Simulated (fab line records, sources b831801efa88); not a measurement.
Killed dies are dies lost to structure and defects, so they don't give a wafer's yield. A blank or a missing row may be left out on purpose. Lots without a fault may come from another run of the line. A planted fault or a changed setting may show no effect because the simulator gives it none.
fab line records | flow sky130
record lots=6 wafers=16 last_day=50
route steps=708 shown METAL5@671 PASSIVATION@681 PAD_OPEN@694
lots that met no fault: from a run of the same line without faults
start_h: hours from the record's first day to the start of the lot's first wafer shown | wait_h: hours since the lot's step before | " the same as in the row above | L1.1+2: a row that stands for several wafers | - no value, or no start given | * or withheld: withheld | < > ~ a bound
route shown NAME@n: a module of which the file shows steps, and the number in the route of the first | usual: mean/standard deviation of fault-free wafers | same: alike in all rows | chamber/n: place in a boat | sites: the reading at each site | _std_site: their standard deviation | _edge_site: outer sites' mean less inner sites' | radius_mm: how far each site lies from the wafer's centre | mask NAME#n: copy n | behind: the tool/chamber that last shaped the wafer | hold: why the lot was held/for how many hours/how that ended | device: the transistor (n, p or np) that didn't switch | end of line: the same wafers' tests at the end of the route | a step without rows: its recipe alone | killed: dies lost to structure and defects at the first sort, not the wafer's yield | map: a wafer's dies, x killed, . not, _ none there
set.NAME: the setting as run; set.NAME@STEP: as run at that earlier step | model.NAME: the simulator's own value behind a step, which no gauge read
lots at some steps of the route; a table a step, a row a wafer
services: from which hour (start_h, from the record's first day; less than 0 if before it) a tool's chamber was out of use, for how many hours, and why
## steps
# step SKY_METAL5_SOFTBAKE_10
# recipe temp_c=90 time_s=60 resist=NOVOLAK
# step SKY_METAL5_EXPOSE_11
# recipe mask_id=MM5 na=0.6 source_shape=conventional sigma_outer=0.6 polarization=unpolarized target_cd_nm=1600 dose_mj=190
# step SKY_METAL5_PEB_12
# recipe temp_c=withheld time_s=* resist=NOVOLAK
# step SKY_METAL5_DEVELOP_13
# recipe resist=NOVOLAK developer=TMAH develop_time_s=60 dev_temp_c=23
# step SKY_METAL5_DESCUM_14
# recipe chemistry=O2 source_power_w=150 bias_power_w=0 pressure_mtorr=10 temp_c=40 time_s=11
# usual drypump_motor_current_A=5.6/0.34 oes_product_au=1.008/0.014
# columns lot.wafer tool chamber start_h wait_h drypump_motor_current_A oes_product_au rf_hours_counter_h
L350.2 rie_metal-02 0 1040.88 0.1 5.8 1.026 15
L350.3 " 0 " " 5.8 1.022 -
L350.4 " 1 " " 5.0 1.024 -
L355.2 rie_metal-04 1 1091.73 0.1 5.7 1.005 9
L355.4 " 0 " " 5.9 0.989 -
L355.5 " 0 " " 5.9 1.011 -
L359.3 rie_metal-02 0 1109.64 0.1 5.8 1.028 -
L359.4 " 1 " " 5.0 1.017 -
L359.5 " 0 " " 5.8 1.026 -
L363.1 rie_metal-02 1 1124.82 0.1 5.0 1.018 24
L363.2 " 0 " " 5.8 1.028 21
L363.5 " 1 " " 5.0 1.034 -
L368.3 rie_metal-02 0 1143.91 0.1 5.8 1.021 -
L368.6 " 1 " " 5.0 1.024 -
L371.2 rie_metal-02 0 1162.47 0.1 5.8 1.015 25
L371.6 " 0 " " 5.8 1.023 -
# step SKY_METAL5_METAL_ETCH_15
# recipe target_depth_a=12600 stop_on=SiO2 over_etch_frac=0.2 time_s=252 chemistry=Cl2/BCl3 resist_sidewall_deg=86 pressure_mtorr=10 icp_w=900 bias_w=48.5 Cl2_flow_sccm=60 bcl3_flow_sccm=30
# usual bias_w=48.52/0.15 drypump_motor_current_A=5.6/0.34 oes_product_au=0.894/0.0049 throttle_valve_pct=22.266/0.0094
# columns lot.wafer tool chamber start_h wait_h bias_w drypump_motor_current_A oes_product_au rf_hours_counter_h throttle_valve_pct
L350.2 rie_metal-02 0 1040.92 0.0 48.81 5.8 0.892 15 22.262
L350.3 " 0 " " 48.82 5.8 0.894 - 22.275
L350.4 " 1 " " 48.65 5.0 0.902 - 22.262
L355.2 rie_metal-04 1 1091.77 0.0 48.64 5.7 0.893 9 22.263
L355.4 " 0 " " 48.87 5.9 0.896 - 22.278
L355.5 " 0 " " 48.60 5.9 0.893 - 22.259
L359.3 rie_metal-02 0 1109.74 0.1 48.50 5.8 0.902 - 22.262
L359.4 " 1 " " 48.74 5.0 0.894 - 22.252
L359.5 " 0 " " 48.39 5.8 0.899 - 22.251
L363.1 rie_metal-02 1 1124.86 0.0 48.68 5.0 0.893 24 22.279
L363.2 " 0 " " 48.35 5.8 0.902 21 22.267
L363.5 " 1 " " 48.68 5.0 0.896 - 22.262
L368.3 rie_metal-02 0 1144.01 0.1 48.54 5.8 0.894 - 22.277
L368.6 " 1 " " 48.49 5.0 0.895 - 22.270
L371.2 rie_metal-02 0 1162.51 0.0 48.56 5.8 0.886 25 22.268
L371.6 " 0 " " 48.44 5.8 0.892 - 22.269
# step SKY_METAL5_STRIP_16
# recipe chemistry=O2/N2 power_w=1400 pressure_mtorr=1500 platen_temp_c=withheld o2_flow_sccm=3000 n2_flow_sccm=300 overash_fraction=0.5
# usual drypump_motor_current_A=5.7/0.38 oes_product_au=0.710/0.0045 strip_time_to_endpoint_s=12.96/0.19
# columns lot.wafer tool chamber start_h wait_h drypump_motor_current_A oes_product_au rf_hours_counter_h strip_time_to_endpoint_s
L350.2 plasma_asher-04 0 1041.15 0.2 6.6 0.704 87 12.84
L350.3 " 1 " " 5.4 0.705 - 12.82
L350.4 " 0 " " 6.6 0.716 - 12.77
L355.2 plasma_asher-02 1 1092.00 0.2 5.5 0.711 32 13.05
L355.4 " 1 " " 5.5 0.710 - 13.15
L355.5 " 1 " " 5.5 0.723 - 13.09
L359.3 plasma_asher-02 0 1109.93 0.1 5.4 0.708 - 12.88
L359.4 " 1 " " 5.5 0.707 - 12.82
L359.5 " 1 " " 5.5 0.712 - 12.85
L363.1 plasma_asher-01 1 1125.09 0.2 5.9 0.710 7 12.63
L363.2 " 0 " " 5.7 0.712 7 12.62
L363.5 " 0 " " 5.7 0.711 - 12.54
L368.3 plasma_asher-02 1 1144.20 0.1 5.5 0.715 - 12.77
L368.6 " 1 " " 5.5 0.709 - 12.72
L371.2 plasma_asher-04 0 1162.74 0.2 6.6 0.710 100 12.87
L371.6 " 0 " " 6.6 0.717 - 12.80
# step SKY_METAL5_STRIP_17
# recipe chemistry=post_etch_residue_remover time_s=1200 temp_c=72.5
# step SKY_METAL5_CLEAN_18
# recipe chemistry=IPA time_s=180 temp_c=25
# step SKY_METAL5_CLEAN_19
# recipe chemistry=O3/DIW dry=n2_spin
# step SKY_PASSIVATION_CVD_00
# recipe material=SiO2 target_thk_nm=90 temp_c=400 time_s=withheld rf_w=600
# usual heater_power_w=673/87
# columns lot.wafer tool chamber start_h wait_h heater_power_w
L350.2 pecvd-03 2 1041.74 0.0 568
L350.3 " 1 " " 676
L350.4 " 1 " " 687
L355.2 pecvd-03 2 1092.69 0.0 586
L355.4 " 0 " " 674
L355.5 " 1 " " 681
L359.3 pecvd-01 1 1110.53 0.0 673
L359.4 " 1 " " 689
L359.5 " 0 " " 606
L363.1 pecvd-02 0 1125.68 0.0 585
L363.2 " 1 " " 818
L363.5 " 0 " " 567
L368.3 pecvd-01 2 1144.79 0.0 750
L368.6 " 0 " " 723
L371.2 pecvd-03 2 1163.40 0.0 666
L371.6 " 0 " " 666
# step SKY_PASSIVATION_THK_MEAS_01
# recipe reads=SiO2_of_PASSIVATION_CVD_00
# usual PASSIVATION_CVD_00_THK=90.0/1.3
# columns lot.wafer tool chamber start_h wait_h PASSIVATION_CVD_00_THK[nm]
L350.2 film_metro-02 - 1041.77 - 88.5
L350.3 " - " " 88.7
L350.4 " - " " 88.4
L355.2 film_metro-02 - 1092.72 - 89.3
L355.4 " - " " 91.9
L355.5 " - " " 89.4
L359.3 film_metro-02 - 1110.57 - 92.1
L359.4 " - " " 91.8
L359.5 " - " " 91.5
L363.1 film_metro-01 - 1125.70 - 88.4
L363.2 " - " " 89.9
L363.5 " - " " 91.3
L368.3 film_metro-04 - 1144.83 - 90.8
L368.6 " - " " 92.1
L371.2 film_metro-01 - 1163.45 - 88.4
L371.6 " - " " 89.7
# step SKY_PASSIVATION_CVD_02
# recipe material=Si3N4 target_thk_nm=540 temp_c=400 time_s=withheld rf_w=450
# usual heater_power_w=715/86
# columns lot.wafer tool chamber start_h wait_h heater_power_w model.Si3N4_of_PASSIVATION_CVD_02.thk_nm
L350.2 pecvd-02 0 1041.82 0.0 563 543
L350.3 " 1 " " 809 525.5
L350.4 " 0 " " 581 546.4
L355.2 pecvd-02 1 1092.77 0.0 813 533.1
L355.4 " 2 " " 580 525.7
L355.5 " 1 " " 826 541.2
L359.3 pecvd-02 0 1110.61 0.0 647 538.9
L359.4 " 2 " " 581 528.6
L359.5 " 0 " " 511 546.5
L363.1 pecvd-03 1 1125.76 0.1 689 523.3
L363.2 " 0 " " 658 522
L363.5 " 0 " " 699 539.8
L368.3 pecvd-02 1 1144.87 0.0 892 519.4
L368.6 " 1 " " 709 402.8
L371.2 pecvd-02 1 1163.50 0.0 731 526.4
L371.6 " 2 " " 568 397.2
# step SKY_PASSIVATION_THK_MEAS_03
# recipe reads=Si3N4_of_PASSIVATION_CVD_02
# usual PASSIVATION_CVD_02_THK=537/8.7
# columns lot.wafer tool chamber start_h wait_h PASSIVATION_CVD_02_THK[nm]
L350.2 film_metro-04 - 1042.06 - 543
L350.3 " - " " 525
L350.4 " - " " 547
L355.2 film_metro-01 - 1093.01 - 533
L355.4 " - " " 526
L355.5 " - " " 541
L359.3 film_metro-01 - 1110.86 - 539
L359.4 " - " " 528
L359.5 " - " " 546
L363.1 film_metro-01 - 1125.99 - 523
L363.2 " - " " 522
L363.5 " - " " 540
L368.3 film_metro-02 - 1145.11 - 519
L368.6 " - " " 403
L371.2 film_metro-01 - 1163.73 - 526
L371.6 " - " " 397
# step SKY_PASSIVATION_DEHYDRATE_04
# recipe temp_c=200 time_s=60
# step SKY_PASSIVATION_HMDS_05
# recipe prime_time_s=60 prime_temp_c=120
# step SKY_PASSIVATION_COAT_06
# recipe spin_rpm=2000 resist_thk_nm=3000
# step SKY_PASSIVATION_SOFTBAKE_07
# recipe temp_c=110 time_s=withheld
# step SKY_PASSIVATION_EXPOSE_08
# recipe mask_id=NSM target_cd_nm=3000 na=0.57 dose_mj=260
# step SKY_PASSIVATION_PEB_09
# recipe temp_c=115 time_s=withheld
# step SKY_PASSIVATION_DEVELOP_10
# recipe develop_time_s=60 dev_temp_c=23
# step SKY_PASSIVATION_ETCH_11
# recipe chemistry=CF4/O2 target_depth_nm=725 stop_on=AlCu source_w=800 bias_w=150 pressure_mtorr=150 cf4_flow_sccm=80 O2_flow_sccm=10 time_s=161.1
# usual bias_w=150.0/0.49 drypump_motor_current_A=5.7/0.53 oes_product_au=0.975/0.0083 throttle_valve_pct=5.964/0.0088
# columns lot.wafer tool chamber start_h wait_h bias_w drypump_motor_current_A oes_product_au rf_hours_counter_h throttle_valve_pct model.etch.depth_nm model.PASSIVATION.feature_depth_nm
L350.2 rie_diel-01 0 1063.29 - 149.8 6.5 0.985 25 5.973 700 700
L350.3 " 1 " " 149.2 5.4 0.960 24 5.962 688.8 688.8
L350.4 " 3 " " 151.2 4.8 0.972 10 5.969 702.1 702.1
L355.2 rie_diel-03 0 1113.04 - 149.8 5.6 0.976 9 5.953 696.8 696.8
L355.4 " 1 " " 149.3 5.9 0.971 - 5.948 692.3 692.3
L355.5 " 3 " " 150.3 6.3 0.973 - 5.962 704.1 704.1
L359.3 rie_diel-04 1 1130.31 - 150.3 5.6 0.982 6 5.970 706.4 706.4
L359.4 " 0 " " 149.9 5.8 0.980 20 5.950 694 694
L359.5 " 2 " " 149.9 5.5 0.980 - 5.955 709.9 709.9
L363.1 rie_diel-04 0 1144.89 - 149.8 5.7 0.966 20 5.963 686.2 686.2
L363.2 " 2 " " 150.1 5.5 0.964 19 5.950 686.3 686.3
L363.5 " 1 " " 150.3 5.6 0.980 - 5.962 705.5 705.5
L368.3 rie_diel-04 0 1163.17 - 149.9 5.7 0.961 21 5.956 685 685
L368.6 " 2 " " 149.4 5.5 0.867 - 5.944 569.9 569.9
L371.2 rie_diel-04 3 1181.44 - 150.3 5.8 0.970 19 5.950 688.5 688.5
L371.6 " 2 " " 149.8 5.6 0.867 - 5.925 559.7 559.7
# step SKY_PASSIVATION_STRIP_12
# recipe chemistry=O2/N2 power_w=1400 pressure_mtorr=1500 platen_temp_c=withheld overash_fraction=0.7 o2_flow_sccm=3000 n2_flow_sccm=300
# usual drypump_motor_current_A=5.73/0.22 oes_product_au=0.661/0.0047 strip_time_to_endpoint_s=31.53/0.17
# columns lot.wafer tool chamber start_h wait_h drypump_motor_current_A oes_product_au rf_hours_counter_h strip_time_to_endpoint_s
L350.2 plasma_asher-03 1 1063.40 0.1 5.59 0.658 58 31.73
L350.3 " 1 " " 5.64 0.661 - 31.74
L350.4 " 0 " " 6.05 0.655 - 31.73
L355.2 plasma_asher-03 0 1113.15 0.1 6.05 0.665 63 31.60
L355.4 " 1 " " 5.66 0.660 - 31.46
L355.5 " 0 " " 6.04 0.660 - 31.39
L359.3 plasma_asher-02 1 1130.45 0.1 5.50 0.660 - 31.21
L359.4 " 0 " " 5.35 0.663 - 31.24
L359.5 " 0 " " 5.34 0.657 - 31.50
L363.1 plasma_asher-02 1 1145.00 0.1 5.49 0.659 37 31.03
L363.2 " 0 " " 5.34 0.658 37 31.46
L363.5 " 0 " " 5.34 0.659 - 31.15
L368.3 plasma_asher-01 0 1163.31 0.1 5.73 0.669 - 31.25
L368.6 " 0 " " 5.72 0.654 - 31.48
L371.2 plasma_asher-02 0 1181.55 0.1 5.35 0.664 41 31.58
L371.6 " 0 " " 5.36 0.662 - 31.60
# step SKY_PAD_OPEN_DEHYDRATE_00
# recipe temp_c=200 time_s=60
# step SKY_PAD_OPEN_HMDS_01
# recipe prime_time_s=60 prime_temp_c=120
# step SKY_PAD_OPEN_COAT_02
# recipe spin_rpm=2000 resist_thk_nm=3000
# step SKY_PAD_OPEN_SOFTBAKE_03
# recipe temp_c=110 time_s=withheld
# step SKY_PAD_OPEN_EXPOSE_04
# recipe mask_id=PDM target_cd_nm=60000 na=0.57 dose_mj=260
# step SKY_PAD_OPEN_PEB_05
# recipe temp_c=115 time_s=withheld
# step SKY_PAD_OPEN_DEVELOP_06
# recipe develop_time_s=60 dev_temp_c=23
# step SKY_PAD_OPEN_ETCH_07
# recipe chemistry=CF4/O2 target_depth_nm=725 stop_on=AlCu source_w=800 bias_w=150 pressure_mtorr=150 cf4_flow_sccm=80 O2_flow_sccm=10 time_s=161.1
# usual bias_w=150.0/0.43 drypump_motor_current_A=5.5/0.47 oes_product_au=0.975/0.0084 throttle_valve_pct=5.964/0.0097
# columns lot.wafer tool chamber start_h wait_h bias_w drypump_motor_current_A oes_product_au rf_hours_counter_h throttle_valve_pct model.PAD_OPEN.feature_depth_nm model.etch.depth_nm
L350.2 rie_diel-02 1 1084.58 - 149.6 5.7 0.982 27 5.952 705.8 705.8
L350.3 " 0 " " 150.2 5.6 0.973 5 5.962 688.8 688.8
L350.4 " 2 " " 149.9 5.2 0.979 13 5.965 708.9 708.9
L355.2 rie_diel-02 2 1132.86 - 150.3 5.2 0.970 15 5.954 696.8 696.8
L355.4 " 3 " " 150.7 5.2 0.974 16 5.964 692.3 692.3
L355.5 " 3 " " 150.4 5.2 0.972 - 5.975 704.1 704.1
L359.3 rie_diel-03 2 1149.51 - 150.3 5.0 0.980 1 5.969 706.4 706.4
L359.4 " 0 " " 150.1 5.6 0.969 10 5.972 694 694
L359.5 " 1 " " 150.3 5.9 0.987 - 5.972 712.1 712.1
L363.1 rie_diel-03 2 1163.28 - 150.3 5.0 0.965 2 5.953 686.2 686.2
L363.2 " 1 " " 149.9 5.9 0.964 28 5.947 686.3 686.3
L363.5 " 1 " " 150.1 5.9 0.976 - 5.968 705.5 705.5
L368.3 rie_diel-02 3 1180.68 - 149.3 5.1 0.969 18 5.966 685 685
L368.6 " 3 " " 149.7 5.1 0.861 - 5.937 569.9 569.9
L371.2 rie_diel-02 0 1196.56 - 149.7 5.6 0.962 10 5.946 688.5 688.5
L371.6 " 3 " " 150.3 5.2 0.850 - 5.932 559.7 559.7
# step SKY_PAD_OPEN_STRIP_08
# recipe chemistry=O2/N2 power_w=1400 pressure_mtorr=1500 platen_temp_c=withheld overash_fraction=0.7 o2_flow_sccm=3000 n2_flow_sccm=300
# step SKY_PAD_OPEN_STRIP_09
# recipe chemistry=post_etch_residue_remover time_s=1200 temp_c=72.5
# columns lot.wafer tool chamber start_h wait_h model.Si3N4_of_PASSIVATION_CVD_02.thk_nm
L350.2 wet_bench-01 1 1084.79 0.1 542.7
L350.3 " 1 " " 525.1
L350.4 " 1 " " 546.1
L355.2 wet_bench-03 0 1133.06 0.1 532.7
L355.4 " 0 " " 525.3
L355.5 " 0 " " 540.8
L359.3 wet_bench-03 2 1149.71 0.0 538.5
L359.4 " 2 " " 528.2
L359.5 " 2 " " 546.2
L363.1 wet_bench-01 2 1163.49 0.1 522.9
L363.2 " 2 " " 521.7
L363.5 " 2 " " 539.4
L368.3 wet_bench-01 1 1180.89 0.0 519
L368.6 " 1 " " 402.4
L371.2 wet_bench-01 3 1196.76 0.1 526
L371.6 " 3 " " 396.8
# step SKY_PAD_OPEN_CLEAN_10
# recipe chemistry=IPA time_s=180 temp_c=25
# step SKY_PAD_OPEN_PROBE_99
# usual defect_limited_yield=82.5/2 killed_at_M0_to_M3=44/7.7 killed_at_M4_up=3.0/1.9 killed_at_contacts=25/5.6 killed_at_front_end=15/4.6 killed_dies=86/9.9 killed_open=47/7.4 killed_short=39/5.9 sort_bin_3_pad_short=0.8/0.37 sort_bin_5_function=10.4/1.5 sort_bin_6_memory=6.3/1 sort_n_pass=406/9.9 sort_yield_pct=82.5/2
# same gross_dies=492 killed_at_back_side=0 killed_at_other=0 sort_bin_4_leakage[%]=0 sort_bin_8_speed[%]=0
# columns lot.wafer tool chamber start_h wait_h defect_limited_yield[%] killed_at_M0_to_M3 killed_at_M4_up killed_at_contacts killed_at_front_end killed_dies killed_open killed_short sort_bin_3_pad_short[%] sort_bin_5_function[%] sort_bin_6_memory[%] sort_n_pass sort_yield_pct[%]
L350.2 prober-02 - 1086.95 0.1 84.1 32 1 25 20 78 50 28 0.6 9.3 5.9 414 84.1
L350.3 prober-02 - 1087.00 0.2 84.1 43 4 21 10 78 42 36 0.2 10.6 5.1 414 84.1
L350.4 prober-02 - 1087.05 0.2 80.3 50 4 29 14 97 51 46 0.6 11.6 7.5 395 80.3
L355.2 prober-01 - 1135.31 0.1 84.3 38 5 24 10 77 42 35 0.4 10.4 4.9 415 84.3
L355.4 prober-01 - 1135.41 0.2 82.5 42 1 39 4 86 52 34 0.8 10.8 5.9 406 82.5
L355.5 prober-01 - 1135.46 0.2 82.3 50 1 27 9 87 54 33 1.0 11.2 5.5 405 82.3
L359.3 prober-01 - 1151.96 0.2 87.6 30 2 17 12 61 41 20 0.6 6.5 5.3 431 87.6
L359.4 prober-01 - 1152.01 0.2 84.3 33 3 28 13 77 48 29 0.6 8.3 6.7 415 84.3
L359.5 prober-01 - 1152.06 0.2 84.8 35 5 22 13 75 51 24 0.4 8.7 6.1 417 84.8
L363.1 prober-02 - 1165.64 0.1 81.1 47 6 21 19 93 45 48 0.6 10.6 7.7 399 81.1
L363.2 prober-02 - 1165.69 0.1 82.5 37 4 28 17 86 54 32 1.2 11.4 4.9 406 82.5
L363.5 prober-02 - 1165.84 0.2 80.5 45 5 36 10 96 62 34 1.0 11.6 6.9 396 80.5
L368.3 prober-01 - 1183.11 0.2 81.1 53 4 28 8 93 53 40 1.6 11.0 6.3 399 81.1
L368.6 prober-01 - 1183.26 0.2 85.0 43 2 14 15 74 39 35 1.6 8.3 5.1 418 85.0
L371.2 prober-02 - 1199.12 0.1 86.0 40 4 15 10 69 31 38 1.2 7.7 5.1 423 86.0
L371.6 prober-02 - 1199.32 0.2 88.0 26 5 14 14 59 33 26 0.6 6.5 4.9 433 88.0
# killed by level:class
L350.2 CONTACT:geometric_particle:open=12 LI_CONTACT:geometric_particle:open=7 FIELD_ISO:geometric_particle:open=6 VIA1:geometric_particle:short=6 VIA2:geometric_particle:open=5 VIA3:geometric_particle:open=5 POLY_CUT:geometric_particle:open=4 LOCAL_INTERCONNECT:geometric_particle:short=4
L350.3 VIA1:geometric_particle:open=11 CONTACT:geometric_particle:open=10 METAL1:geometric_particle:short=6 VIA3:geometric_particle:open=6 VIA3:geometric_particle:short=5 LI_CONTACT:geometric_particle:open=4 FIELD_ISO:geometric_particle:open=3 POLY_GATE:geometric_particle:short=3
L350.4 CONTACT:geometric_particle:open=12 VIA1:geometric_particle:open=12 METAL1:geometric_particle:short=10 POLY_GATE:geometric_particle:open=7 LI_CONTACT:geometric_particle:open=6 METAL2:geometric_particle:short=6 CONTACT:geometric_particle:short=5 VIA1:geometric_particle:short=5
L355.2 LI_CONTACT:geometric_particle:open=8 CONTACT:geometric_particle:open=6 VIA1:geometric_particle:open=6 VIA2:geometric_particle:open=6 METAL1:geometric_particle:short=5 VIA3:geometric_particle:open=5 FIELD_ISO:geometric_particle:short=4 POLY_GATE:geometric_particle:open=4
L355.4 CONTACT:geometric_particle:open=18 LI_CONTACT:geometric_particle:open=9 VIA2:geometric_particle:open=7 METAL2:geometric_particle:short=6 CONTACT:geometric_particle:short=5 METAL1:geometric_particle:open=5 VIA3:geometric_particle:open=5 METAL1:geometric_particle:short=4
L355.5 CONTACT:geometric_particle:open=13 VIA3:geometric_particle:open=12 VIA1:geometric_particle:open=8 VIA2:geometric_particle:open=8 LI_CONTACT:geometric_particle:open=5 CONTACT:geometric_particle:short=5 VIA1:geometric_particle:short=5 METAL2:geometric_particle:short=4
L359.3 CONTACT:geometric_particle:open=8 LI_CONTACT:geometric_particle:open=8 VIA2:geometric_particle:open=7 VIA3:geometric_particle:open=6 METAL1:geometric_particle:short=6 FIELD_ISO:geometric_particle:open=3 FIELD_ISO:geometric_particle:short=3 POLY_GATE:geometric_particle:open=3
L359.4 CONTACT:geometric_particle:open=18 VIA1:geometric_particle:open=7 VIA3:geometric_particle:open=6 METAL2:geometric_particle:short=6 LI_CONTACT:geometric_particle:open=5 FIELD_ISO:geometric_particle:short=4 FIELD_ISO:geometric_particle:open=3 POLY_GATE:geometric_particle:open=3
L359.5 LI_CONTACT:geometric_particle:open=9 VIA1:geometric_particle:open=8 CONTACT:geometric_particle:open=8 VIA3:geometric_particle:open=7 VIA2:geometric_particle:open=7 FIELD_ISO:geometric_particle:open=5 METAL4:geometric_particle:short=5 METAL1:geometric_particle:short=4
L363.1 VIA1:geometric_particle:open=12 FIELD_ISO:geometric_particle:short=9 CONTACT:geometric_particle:open=9 VIA2:geometric_particle:open=9 METAL1:geometric_particle:short=6 VIA1:geometric_particle:short=5 LI_CONTACT:geometric_particle:open=4 LOCAL_INTERCONNECT:geometric_particle:short=4
L363.2 CONTACT:geometric_particle:open=12 VIA1:geometric_particle:open=9 VIA2:geometric_particle:open=8 LI_CONTACT:geometric_particle:open=7 VIA3:geometric_particle:open=6 METAL2:geometric_particle:short=5 FIELD_ISO:geometric_particle:short=4 POLY_GATE:geometric_particle:open=4
L363.5 CONTACT:geometric_particle:open=13 LI_CONTACT:geometric_particle:open=12 VIA1:geometric_particle:open=9 VIA2:geometric_particle:open=9 VIA3:geometric_particle:open=9 METAL1:geometric_particle:short=6 LOCAL_INTERCONNECT:geometric_particle:short=4 VIA3:geometric_particle:short=4
L368.3 VIA1:geometric_particle:open=13 CONTACT:geometric_particle:open=11 LI_CONTACT:geometric_particle:open=10 VIA2:geometric_particle:open=9 METAL2:geometric_particle:short=8 METAL1:geometric_particle:short=6 FIELD_ISO:geometric_particle:short=4 VIA1:geometric_particle:short=4
L368.6 VIA3:geometric_particle:open=9 METAL1:geometric_particle:short=8 LI_CONTACT:geometric_particle:open=7 VIA2:geometric_particle:open=7 FIELD_ISO:geometric_particle:short=5 CONTACT:geometric_particle:open=5 VIA1:geometric_particle:open=5 METAL2:geometric_particle:short=4
L371.2 VIA2:geometric_particle:open=7 POLY_GATE:geometric_particle:short=6 METAL1:geometric_particle:short=5 CONTACT:geometric_particle:open=5 VIA1:geometric_particle:open=5 METAL3:geometric_particle:short=5 VIA1:geometric_particle:short=4 METAL2:geometric_particle:short=4
L371.6 VIA1:geometric_particle:open=8 LI_CONTACT:geometric_particle:open=6 VIA1:geometric_particle:short=6 CONTACT:geometric_particle:short=4 POLY_GATE:geometric_particle:short=3 SPACER:geometric_particle:open=3 VIA3:geometric_particle:open=3 METAL4:geometric_particle:open=3
## services
# columns tool chamber start_h hours kind
rie_diel-02 2 1022.33 3.2 repair
rie_diel-04 3 1026.41 3.1 repair
rie_diel-04 - 1028.07 0.6 repair
rie_diel-02 1 1037.27 9.3 repair
plasma_asher-02 - 1037.57 1.5 repair
rie_diel-04 3 1039.84 3.2 repair
rie_diel-04 2 1045.67 1.2 repair
rie_diel-02 0 1047.60 3.3 repair
rie_diel-02 2 1053.83 2.4 repair
rie_diel-04 - 1056.54 0.3 repair
plasma_asher-02 - 1060.96 24.7 pm
rie_diel-04 - 1078.19 2.8 pm
rie_diel-02 - 1101.00 0.4 repair
rie_diel-04 - 1109.71 0.4 repair
rie_metal-02 - 1114.03 0.2 repair
rie_diel-02 3 1120.39 3.5 repair
rie_diel-04 3 1124.34 1.3 repair
pecvd-02 - 1129.90 1.6 repair
pecvd-03 0 1135.12 3.6 repair
plasma_asher-02 - 1140.78 0.4 repair
pecvd-03 - 1157.69 2.8 pm
pecvd-03 1 1162.85 4.2 repair
rie_diel-04 1 1168.79 7.1 repair
rie_metal-02 1 1173.62 8.1 repair
## key
first_sign step=SKY_PASSIVATION_THK_MEAS_03 reading=PASSIVATION_CVD_02_THK direction=down sigmas=16 usual=537 struck=400
effect step=SKY_PASSIVATION_ETCH_11 reading=oes_product_au direction=down sigmas=13 usual=0.975 struck=0.867
effect step=SKY_PAD_OPEN_ETCH_07 reading=oes_product_au direction=down sigmas=14 usual=0.975 struck=0.856
model_effect step=SKY_PASSIVATION_CVD_02 value=Si3N4_of_PASSIVATION_CVD_02.thk_nm without=525.8 struck=400
model_effect step=SKY_PASSIVATION_ETCH_11 value=etch.depth_nm without=690.7 struck=564.8
model_effect step=SKY_PAD_OPEN_ETCH_07 value=PAD_OPEN.feature_depth_nm without=690.7 struck=564.8
model_effect step=SKY_PAD_OPEN_STRIP_09 value=Si3N4_of_PASSIVATION_CVD_02.thk_nm without=525.4 struck=399.6
met_at SKY_PASSIVATION_CVD_02
struck_wafers L368.6,L371.6
onset_between 1110.61 1144.87
fault kind=process_parameter_drift tool=pecvd-02 chamber=- onset_h=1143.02 steps=SKY_PASSIVATION_CVD_02 channel=target_thk_nm offset=-124.86 shape=step end_h=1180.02 scope=struck_wafers_only acts_in=these_recipes_only stated=540
